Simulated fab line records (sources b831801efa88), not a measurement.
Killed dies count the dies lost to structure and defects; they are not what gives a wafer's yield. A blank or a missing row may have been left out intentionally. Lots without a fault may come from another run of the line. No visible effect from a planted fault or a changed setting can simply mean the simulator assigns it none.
Which of the tools did it?    flow sky130    24 lots with 72 wafers sampled at 5 steps, on a route of 708 steps

WHAT THE GAUGES SHOWED, per wafer
SKY_SONOS_TUNNEL_CD_MEAS_07: target cd 410 nm. Usual: cd nm reads 410.2 nm (standard deviation 1.8).
lot   measured      on         cd nm (nm)         flag
L074  day 11 19:25  cd sem-02  412.7 412.1 412.5  
L077  day 12 11:15  cd sem-02  408.4 406.7 408.2  
L076  day 12 11:34  cd sem-02  408.2 407.7 409.1  
L075  day 12 13:13  cd sem-02  410.9 409.7 408.7  
L079  day 12 17:30  cd sem-01  410.3 411.8 410.7  
L078  day 12 18:43  cd sem-01  408.5 407.6 408.4  
L080  day 13 17:14  cd sem-01  412.6 412.9 410.1  
L081  day 13 18:31  cd sem-01  411.0 414.3 411.6  
L082  day 14 00:48  cd sem-01  410.8 411.8 411.0  
L083  day 14 08:34  cd sem-01  409.3 409.0 410.0  
L085  day 14 19:40  cd sem-02  411.8 411.2 408.8  
L084  day 14 21:13  cd sem-01  410.5 411.3 408.4  
L086  day 15 11:20  cd sem-02  410.9 411.4 410.3  
L087  day 15 12:50  cd sem-01  411.6 410.0 410.3  
L088  day 15 20:42  cd sem-02  412.4 413.4 412.7  
L089  day 16 04:11  cd sem-02  408.5 409.5 410.0  
L090  day 16 21:24  cd sem-01  410.9 413.2 412.1  
L091  day 17 00:09  cd sem-01  408.9 407.1 407.7  
L092  day 17 11:18  cd sem-01  408.6 410.4 410.0  
L093  day 17 18:39  cd sem-01  409.9 410.2 410.1  
L094  day 17 22:20  cd sem-01  410.0 409.7 410.1  
L095  day 18 07:17  cd sem-02  410.0 409.6 409.3  
L096  day 18 13:09  cd sem-01  409.3 407.8 412.2  
L097  day 19 00:17  cd sem-01  409.6 409.5 411.8  

SKY_SD_P_TW_MEAS_11. Usual: for SD_P_TW the level is 2836 and the standard deviation is 46.
lot   measured      on             SD_P_TW         flag
L074  day 26 19:34  film metro-01  2892 2899 2891  
L077  day 27 00:21  film metro-01  2894 2882 2884  
L076  day 26 23:22  film metro-04  2828 2808 2826  
L075  day 27 00:11  film metro-04  2834 2834 2863  
L079  day 27 02:09  film metro-03  2775 2781 2785  
L078  day 27 01:43  film metro-01  2876 2876 2905  
L080  day 28 02:34  film metro-01  2874 2869 2876  
L081  day 28 03:43  film metro-01  2847 2862 2843  
L082  day 28 09:00  film metro-03  2783 2781 2783  
L083  day 28 14:49  film metro-01  2859 2847 2858  
L085  day 29 01:07  film metro-04  2833 2824 2819  
L084  day 29 04:52  film metro-03  2742 2764 2748  
L086  day 29 17:13  film metro-03  2764 2769 2753  
L087  day 29 18:51  film metro-04  2808 2809 2801  
L088  day 30 01:55  film metro-01  2878 2885 2869  
L089  day 30 10:55  film metro-01  2878 2879 2890  
L090  day 31 04:57  film metro-01  2850 2888 2869  
L091  day 31 06:49  film metro-04  2798 2822 2791  
L092  day 31 23:36  film metro-01  2872 2869 2860  
L093  day 32 00:37  film metro-01  2868 2883 2884  
L094  day 32 10:33  film metro-01  2895 2873 2882  
L095  day 32 13:36  film metro-03  2776 2773 2785  
L096  day 32 18:01  film metro-03  2794 2796 2780  
L097  day 33 04:19  film metro-03  2817 2786 2777  

SKY_VIA1_BOW_MEAS_03. Usual: for VIA1_BOW the level is 80 um and the standard deviation is 6.8.
lot   measured      on             VIA1_BOW (um)  flag
L074  day 34 00:50  film metro-04  78 92 74       
L077  day 34 06:05  film metro-04  83 72 82       
L076  day 34 03:43  film metro-03  81 81 62       
L075  day 34 05:27  film metro-03  77 74 77       
L079  day 34 07:57  film metro-01  78 89 85       
L078  day 34 07:22  film metro-04  74 86 85       
L080  day 35 05:21  film metro-03  76 77 81       
L081  day 35 06:25  film metro-03  92 74 79       
L082  day 35 12:32  film metro-03  85 90 84       
L083  day 35 14:03  film metro-03  76 75 77       
L085  day 36 02:07  film metro-03  88 77 76       
L084  day 36 03:07  film metro-01  78 91 78       
L086  day 36 16:54  film metro-01  83 79 79       
L087  day 36 17:15  film metro-03  65 70 78       
L088  day 36 23:58  film metro-04  79 84 89       
L089  day 37 07:59  film metro-01  67 86 72       
L090  day 38 00:36  film metro-01  78 96 86       
L091  day 38 05:16  film metro-03  75 83 86       
L092  day 38 22:16  film metro-01  84 83 85       
L093  day 38 22:32  film metro-03  88 86 83       
L094  day 39 04:28  film metro-04  65 80 70       
L095  day 39 08:41  film metro-01  73 70 76       
L096  day 39 11:11  film metro-03  87 78 85       
L097  day 39 22:54  film metro-03  74 76 78       

SKY_CAP2M_THK_MEAS_01. Usual: for CAP2M_CVD_00_THK the level is 15.49 nm and the standard deviation is 0.19.
lot   measured      on             CAP2M_CVD_00_THK (nm)  flag
L074  day 40 18:04  film metro-02  15.38 15.41 15.61      
L077  day 41 00:08  film metro-03  15.25 15.31 15.57      
L076  day 40 23:36  film metro-02  15.55 15.89 15.89      
L075  day 41 00:30  film metro-03  15.57 15.44 15.83      
L079  day 41 02:47  film metro-03  15.30 15.35 15.63      
L078  day 41 02:27  film metro-02  15.42 15.70 15.36      
L080  day 41 19:20  film metro-01  15.21 15.28 15.35      
L081  day 41 22:29  film metro-01  15.39 15.66 15.60      
L082  day 42 03:26  film metro-02  15.43 15.67 15.79      
L083  day 42 04:35  film metro-02  15.45 15.49 15.39      
L085  day 42 13:37  film metro-02  15.33 15.61 15.66      
L084  day 42 14:29  film metro-02  15.38 15.82 15.62      
L086  day 43 05:25  film metro-01  15.40 15.28 15.50      
L087  day 43 06:55  film metro-03  15.51 15.50 15.70      
L088  day 43 10:43  film metro-03  15.16 15.07 15.22      
L089  day 43 18:06  film metro-03  15.15 15.51 15.51      
L090  day 44 08:47  film metro-03  15.54 15.43 15.62      
L091  day 44 13:17  film metro-02  15.52 15.62 15.51      
L092  day 45 07:43  film metro-01  15.60 15.85 15.56      
L093  day 45 08:22  film metro-02  15.32 15.45 15.34      
L094  day 45 09:23  film metro-02  15.43 15.53 15.76      
L095  day 45 11:53  film metro-02  15.35 15.45 15.74      
L096  day 45 13:56  film metro-01  15.42 15.48 15.49      
L097  day 46 00:24  film metro-02  15.43 15.51 15.41      

WHICH TOOL RAN EACH LOT (tool, then ch and the chambers of the sampled wafers, then the start)
lot   SKY_METAL3_SPUTTER_03
L074  pvd sputter-03, day 37 11:10
L077  pvd sputter-03, day 37 18:38
L076  pvd sputter-03, day 37 17:44
L075  pvd sputter-02, day 37 18:20
L079  pvd sputter-03, day 37 20:26
L078  pvd sputter-04, day 37 20:08
L080  pvd sputter-03, day 38 14:20
L081  pvd sputter-04, day 38 16:25
L082  pvd sputter-02, day 38 22:58
L083  pvd sputter-04, day 38 23:58
L085  pvd sputter-02, day 39 10:34
L084  pvd sputter-03, day 39 10:59
L086  pvd sputter-04, day 40 01:36
L087  pvd sputter-03, day 40 03:07
L088  pvd sputter-02, day 40 08:34
L089  pvd sputter-02, day 40 15:21
L090  pvd sputter-02, day 41 07:19
L091  pvd sputter-02, day 41 11:41
L092  pvd sputter-02, day 42 03:28
L093  pvd sputter-03, day 42 05:16
L094  pvd sputter-04, day 42 09:22
L095  pvd sputter-04, day 42 13:13
L096  pvd sputter-04, day 42 15:51
L097  pvd sputter-04, day 43 02:25
- SKY_METAL3_SPUTTER_03: material Ti, target thk 5 nm, time 3.3 s.

WHAT THE TOOLS THEMSELVES READ (means of the sampled wafers that have a number; where no wafer has one, the mark that the record gives instead)
SKY_METAL3_SPUTTER_03. Usual: throttle valve pct reads 29.9 % (standard deviation 1).
lot   tool            throttle valve pct (%)  flag
L074  pvd sputter-03  30.3                    
L077  pvd sputter-03  29.1                    
L076  pvd sputter-03  29.5                    
L075  pvd sputter-02  30.3                    
L079  pvd sputter-03  30.6                    
L078  pvd sputter-04  29.8                    
L080  pvd sputter-03  29.6                    
L081  pvd sputter-04  29.9                    
L082  pvd sputter-02  30.6                    
L083  pvd sputter-04  29.3                    
L085  pvd sputter-02  29.9                    
L084  pvd sputter-03  29.0                    
L086  pvd sputter-04  30.4                    
L087  pvd sputter-03  30.0                    
L088  pvd sputter-02  30.0                    
L089  pvd sputter-02  30.0                    
L090  pvd sputter-02  30.5                    
L091  pvd sputter-02  30.4                    
L092  pvd sputter-02  30.0                    
L093  pvd sputter-03  30.0                    
L094  pvd sputter-04  29.8                    
L095  pvd sputter-04  30.3                    
L096  pvd sputter-04  30.9                    
L097  pvd sputter-04  29.8                    

THE ANSWER, worked out from the rows above alone
Rule: take the mean of a lot's wafers that have a number; if it is more than 3 standard deviations from the usual mean, the lot is off. A lot without any number at a reading at which 4 lots or more have one is off too. All remaining lots with rows at the step are treated as sound. First the gauges in route order, then the tools' own readings, where a lot's mean is used as printed above. The first step at which some lot is off is used, and at that step the reading that is off furthest; a lot without a number counts as furthest.
No lot is off on any of the readings shown, so nothing can be concluded from this.

WHAT THE SIMULATOR HAD PUT IN
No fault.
